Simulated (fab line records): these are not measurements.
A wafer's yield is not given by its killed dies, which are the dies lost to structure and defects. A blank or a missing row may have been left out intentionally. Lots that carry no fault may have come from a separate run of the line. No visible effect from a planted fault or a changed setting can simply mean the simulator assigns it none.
Which tool is to blame?	flow sky130	42 wafers from 14 lots sampled at 3 of the route's 708 steps

WHAT THE GAUGES READ, wafer by wafer
SKY_LDD_P_CD_MEAS_07: the cd target is 380 nm. Usual: cd_nm 380.3 nm, standard deviation 2.6.
lot	measured	on	cd_nm (nm)	flag
L202	day 19 04:05	cd_sem-02	377.1 375.8 375.0	
L204	day 19 22:43	cd_sem-01	386.0 383.9 387.3	
L208	day 21 18:19	cd_sem-02	379.3 381.5 378.0	
L211	day 22 15:53	cd_sem-02	383.1 383.2 383.7	
L215	day 23 17:11	cd_sem-02	- - -	OFF
L214	day 23 20:50	cd_sem-01	- - -	OFF
L218	day 25 02:34	cd_sem-01	375.9 380.5 379.5	
L219	day 25 09:23	cd_sem-01	377.9 380.2 378.3	
L220	day 25 17:52	cd_sem-01	384.8 384.4 382.6	
L221	day 26 00:26	cd_sem-01	375.3 378.6 377.2	
L223	day 26 11:20	cd_sem-01	378.6 377.6 379.8	
L222	day 26 17:26	cd_sem-02	383.0 382.1 382.0	
L224	day 27 03:55	cd_sem-02	381.3 382.6 384.0	
L225	day 27 09:50	cd_sem-01	382.7 379.6 383.2	

WHAT TOOL EACH LOT RAN ON (gives the tool, then ch and the chambers of the sampled wafers, and finally the start)
lot	SKY_GATE_OXIDE_STRIP_13	SKY_LDD_P_DEVELOP_06
L202	plasma_asher-02 ch 0,1, day 13 22:57	litho_track-01 ch 0, day 19 03:56
L204	plasma_asher-04 ch 0,1, day 14 15:17	litho_track-03 ch 0, day 19 22:34
L208	plasma_asher-03 ch 0,1, day 16 05:17	litho_track-04 ch 0, day 21 18:10
L211	plasma_asher-03 ch 0,1, day 17 00:09	litho_track-03 ch 0, day 22 15:44
L215	plasma_asher-03 ch 0,1, day 18 06:47	litho_track-01, day 23 17:02
L214	plasma_asher-02 ch 0,1, day 18 08:43	litho_track-04, day 23 20:41
L218	plasma_asher-02 ch 0,1, day 19 14:05	litho_track-01 ch 0, day 25 02:25
L219	plasma_asher-02 ch 0,1, day 19 22:22	litho_track-04 ch 0, day 25 09:14
L220	plasma_asher-02 ch 0,1, day 20 09:52	litho_track-01 ch 0, day 25 17:43
L221	plasma_asher-02 ch 0,1, day 20 15:35	litho_track-03 ch 0, day 26 00:17
L223	plasma_asher-02 ch 0,1, day 21 02:46	litho_track-04 ch 0, day 26 11:11
L222	plasma_asher-04 ch 0,1, day 21 03:02	litho_track-04 ch 0, day 26 17:17
L224	plasma_asher-03 ch 0,1, day 21 19:50	litho_track-04 ch 0, day 27 03:46
L225	plasma_asher-03 ch 0,1, day 22 01:28	litho_track-04 ch 0, day 27 09:41
- SKY_GATE_OXIDE_STRIP_13: strips in O2/N2.
- SKY_LDD_P_DEVELOP_06: develop time 60 s.

AS READ BY THE TOOLS THEMSELVES (means over the sampled wafers that have a number; for cases with no such wafer, the mark the record gives instead)
SKY_GATE_OXIDE_STRIP_13. Usual: drypump_motor_current_A 6.0 A, standard deviation 0.44; oes_product_au 0.717 a.u., standard deviation 0.0047; strip_time_to_endpoint_s 14.18 s, standard deviation 0.041.
lot	tool	drypump_motor_current_A (A)	oes_product_au (a.u.)	strip_time_to_endpoint_s (s)	flag
L202	plasma_asher-02	5.9	0.718	14.17	
L204	plasma_asher-04	5.6	0.718	14.19	
L208	plasma_asher-03	6.3	0.717	14.12	
L211	plasma_asher-03	6.4	0.721	14.13	
L215	plasma_asher-03	6.4	0.716	14.20	
L214	plasma_asher-02	5.9	0.720	14.13	
L218	plasma_asher-02	5.9	0.714	14.27	
L219	plasma_asher-02	5.9	0.718	14.22	
L220	plasma_asher-02	5.9	0.719	14.26	
L221	plasma_asher-02	5.9	0.716	14.20	
L223	plasma_asher-02	5.9	0.718	14.21	
L222	plasma_asher-04	5.6	0.722	14.15	
L224	plasma_asher-03	6.2	0.716	14.17	
L225	plasma_asher-03	6.2	0.717	14.18	

SKY_LDD_P_DEVELOP_06. Usual: chill_plate_temp_C 22.99 C, standard deviation 0.11.
lot	tool	chill_plate_temp_C (C)	flag
L202	litho_track-01	22.98	
L204	litho_track-03	22.89	
L208	litho_track-04	22.98	
L211	litho_track-03	22.95	
L215	litho_track-01	-	OFF
L214	litho_track-04	-	OFF
L218	litho_track-01	23.01	
L219	litho_track-04	22.89	
L220	litho_track-01	22.88	
L221	litho_track-03	23.15	
L223	litho_track-04	23.00	
L222	litho_track-04	23.03	
L224	litho_track-04	22.89	
L225	litho_track-04	23.12	

THE ANSWER, worked out from the rows above alone
Rule: lot off if the mean of its wafers having a number is beyond 3 standard deviations from the usual mean. Also off: a lot with no number at a reading for which 4 or more lots have one. Any other lot the step has rows for is counted as sound. The gauges are gone through in route order, then the tools' own readings, and for those a lot's mean is taken as printed above. At the first step where some lot is off, the reading lying furthest off is the one used; lots without a number count as furthest.
Off: L215, L214, at SKY_LDD_P_CD_MEAS_07 (cd_nm). Without a number there: L215, L214.
If a tool, at a process step before that reading, ran all the lots that are off and no sound lot after the first of them, it fits. The gauges at SKY_LDD_P_CD_MEAS_07 aren't tried: what is off there is off at SKY_LDD_P_DEVELOP_06 too, on other tools, and a gauge's error can't cause that. Of those tried, none fits.

WHAT THE SIMULATOR PUT IN
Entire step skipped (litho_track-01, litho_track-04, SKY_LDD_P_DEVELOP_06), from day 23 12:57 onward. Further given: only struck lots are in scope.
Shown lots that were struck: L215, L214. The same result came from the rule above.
